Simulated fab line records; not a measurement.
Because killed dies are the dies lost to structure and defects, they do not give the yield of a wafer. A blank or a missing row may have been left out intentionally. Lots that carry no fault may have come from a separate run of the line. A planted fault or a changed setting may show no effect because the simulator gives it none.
Problem report in the 8D (eight disciplines) form, filled by code / flow sky130 / the parts of the form that need people (team, actions taken, sign-off) are left out

## 1. PROBLEM STATEMENT
Mean of spin speed rpm at SKY_PASSIVATION_COAT_06: 2238.2 rpm across 6 wafers in 2 lots; on wafers with no fault it is 1999.8 rpm (standard deviation 1.2). So: +99 or more standard deviations from the usual mean.
The step: resist thk 3000 nm.
The first sign was on wafer L582.2 at day 47 00:17, on litho track-01. At this step, 30 wafers from 10 lots have a number in the record. Rule for "out" (also "out of limits"): further than 4 standard deviations from the usual mean. Any other wafer with a number is counted as sound.

## 2. WHAT IT IS AND WHAT IT IS NOT
question=which readings at this step | is=spin speed rpm | is not=-
question=which lots | is=L582, L584 | is not=L572, L573, L575, L588, L591, L592, L593, L595
question=which wafers of those lots | is=all that have a number | is not=-
question=read on which tools | is=litho track-01 | is not=litho track-02, litho track-03
question=when | is=from day 47 00:17 | is not=up to then (9 sound wafers); but 15 sound wafers of L588, L591, L592, L593, L595 came after

## 3. WHAT RULES OUT EACH SUSPECT
Counting: a tool stays on the suspect list if, at a process step up to the reading, it processed all lots that are out and no sound lot following the first of them.
- litho track-01 at SKY_PASSIVATION_COAT_06 (resist thk 3000 nm): kept. It ran every lot that is out, first L582 (day 47 00:17), and no sound lot after that. Out on those wafers are its own readings of spin speed rpm.
The count leaves litho track-01 at SKY_PASSIVATION_COAT_06.

## 4. THE CAUSE (what the simulator had put in)
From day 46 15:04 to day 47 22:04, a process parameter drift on litho track-01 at SKY_PASSIVATION_COAT_06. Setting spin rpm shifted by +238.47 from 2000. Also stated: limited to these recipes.
After counting, this tool was the only one left.

## 5. THE CHAIN OF EFFECTS, in route order
Each row: a reading where the mean over the struck wafers with a number is more than 3 standard deviations away from the usual. Only readings whose record carries a usual standard deviation are examined. hours: median over the lots of the time between each lot's start at the first step of this table that gives one and its start at this step. sigmas: the change, counted in usual standard deviations.
hours=0; step=SKY_PASSIVATION_COAT_06; reading=spin speed rpm; usual=1999.8 rpm; on struck wafers=2238.2; change=+238.4; sigmas=+99 or more
hours=10; step=SKY_PASSIVATION_STRIP_12; reading=strip time to endpoint s; usual=31.53 s; on struck wafers=29.50; change=-2.03; sigmas=-13
Process steps it contains:
- SKY_PASSIVATION_COAT_06: resist thk 3000 nm.
- SKY_PASSIVATION_STRIP_12: strips in O2/N2.

## 6. HOW IT WOULD HAVE BEEN CAUGHT EARLIER
The fault began at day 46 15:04; the first out-of-limits reading in this record came at day 47 00:17, 9 hours later.
